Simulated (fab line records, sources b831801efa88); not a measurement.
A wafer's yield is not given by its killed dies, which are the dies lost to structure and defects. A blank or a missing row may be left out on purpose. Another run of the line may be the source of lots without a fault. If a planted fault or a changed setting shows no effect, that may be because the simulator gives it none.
Problem report in the 8D (eight disciplines) form, filled by code | flow gf180mcu | the parts of the form that need people (team, actions taken, sign-off) are left out

== 1. THE ISSUE ==
Mean of heater_power_total_W at GF_V4_PEB_12: 92.11 W across 6 wafers in 2 lots; on wafers with no fault it is 85.71 W (standard deviation 0.08). That is +80 standard deviations from the usual mean.
The step: peb time 90 s.
First seen on wafer L527.1, day 25 13:55, on litho_track-04. At this step, 39 wafers from 13 lots have a number in the record. Rule for "out", or "out of limits": more than 4 standard deviations from the usual mean. The rest of the wafers with a number are treated as sound.

== 2. WHAT IT IS, WHAT IT ISN'T ==
question                    | is                     | is not
which readings at this step | heater_power_total_W   | -
which lots                  | L527, L528             | L524, L525, L529, L531, L537, L538, L542, L543, L545, L546, L547
which wafers of those lots  | all that have a number | -
read on which tools         | litho_track-04         | litho_track-02, litho_track-03
when                        | from day 25 13:55      | up to then (6 sound wafers); but 27 sound wafers of L529, L531, L537, L538, L542, L543, L545, L546, L547 came after

== 3. WHAT RULES OUT EACH SUSPECT ==
Counting: a tool stays on the suspect list if, at a process step up to the reading, it processed all lots that are out and no sound lot following the first of them.
- pvd_sputter-04 at GF_V3_SPUTTER_22 (material TiN, target thk 10 nm, time 40 s): ruled out as a lasting fault. After its first lot that is out, L527 (day 23 16:53), sound lots L529, L537, L538, L545 ran on it.
- litho_track-04 at GF_V4_PEB_12 (peb time 90 s): ruled out as a lasting fault. After its first lot that is out, L527 (day 25 13:55), sound lots L538, L542, L543, L546 ran on it.
Left after counting: nothing in the record.

== 4. THE CAUSE (what the simulator had put in) ==
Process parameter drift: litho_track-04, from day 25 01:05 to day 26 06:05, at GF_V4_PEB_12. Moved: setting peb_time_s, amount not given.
Counting ruled it out, wrongly.

== 5. SEQUENCE OF EFFECTS, ordered by route ==
Each row: a reading whose mean over the struck wafers that have a number lies more than 3 standard deviations from the usual. Only readings whose record carries a usual standard deviation are examined. hours: median over the lots of the time between each lot's start at the first step of this table that gives one and its start at this step. sigmas: the change, counted in usual standard deviations.
hours | step             | reading              | usual    | on struck wafers | change | sigmas
0     | GF_V4_PEB_12     | heater_power_total_W | 85.71 W  | 92.11            | +6.40  | +80
0     | GF_V4_CD_MEAS_14 | cd_nm                | 260.2 nm | 255.3            | -4.9   | -3.3
The process steps in it:
- GF_V4_PEB_12: peb time 90 s.
Later measuring or inspecting steps at which every struck wafer that the step has a row for has a number for every such reading, and none has moved that far: GF_V4_RS_MEAS_24.

== 6. HOW IT WOULD HAVE BEEN CAUGHT EARLIER ==
First out-of-limits reading in this record: day 25 13:55, which is 13 hours after fault onset at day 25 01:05.
